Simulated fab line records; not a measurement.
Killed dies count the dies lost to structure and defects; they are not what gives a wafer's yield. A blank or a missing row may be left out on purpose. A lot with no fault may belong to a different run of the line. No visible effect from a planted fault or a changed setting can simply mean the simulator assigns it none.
Chamber matching :: flow sky130 :: SKY_FIELD_ISO_ETCH_14 on rie-diel-01: 4 sister chambers
The step etches BARC in N2/H2, stops on SiO2, time 45.9 s, target depth 60 nm. 4 wafers are shown with their chamber, then 8 later ones without.

## WAFERS PAIRED WITH THEIR CHAMBERS
wafer: L279.1
chamber: 2
drypump-motor-current-A (A): 5.9

wafer: L285.2
chamber: 1
drypump-motor-current-A (A): 5.8

wafer: L285.6
chamber: 3
drypump-motor-current-A (A): 5.4

wafer: L286.3
chamber: 0
drypump-motor-current-A (A): 5.5

## WAFERS MISSING THEIR CHAMBER
wafer: L286.4
drypump-motor-current-A (A): 5.4

wafer: L286.6
drypump-motor-current-A (A): 6.0

wafer: L290.2
drypump-motor-current-A (A): 5.4

wafer: L290.3
drypump-motor-current-A (A): 6.0

wafer: L290.6
drypump-motor-current-A (A): 6.0

wafer: L294.1
drypump-motor-current-A (A): 5.8

wafer: L294.2
drypump-motor-current-A (A): 5.5

wafer: L294.4
drypump-motor-current-A (A): 5.4

## WHICH CHAMBER EACH WENT THROUGH
wafer: L286.4
from the rows above: can't be placed: 3 or 0
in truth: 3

wafer: L286.6
from the rows above: can't be placed: 2 or 1
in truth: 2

wafer: L290.2
from the rows above: can't be placed: 3 or 0
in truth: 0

wafer: L290.3
from the rows above: can't be placed: 2 or 1
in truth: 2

wafer: L290.6
from the rows above: can't be placed: 2 or 1
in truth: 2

wafer: L294.1
from the rows above: can't be placed: 1 or 2
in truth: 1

wafer: L294.2
from the rows above: can't be placed: 0 or 3
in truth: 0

wafer: L294.4
from the rows above: can't be placed: 3 or 0
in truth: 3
Correctly placed: 0 of 8. From these rows, 8 cannot be placed; in 8 the true chamber is one of the candidates. Wrongly placed: 0.
How it was worked out, from the rows above alone: a wafer's distance from a chamber is the root of the sum, over the readings, of the square of ((its reading less the chamber's mean) divided by the reading's scatter). If the next closest chamber is less than 2 further off than the closest, the wafer can't be placed; otherwise it belongs to the closest. A chamber's mean is the mean of its shown wafers. The scatter: root of mean squared gap, hidden wafer to nearest shown wafer, with one shown wafer a chamber.
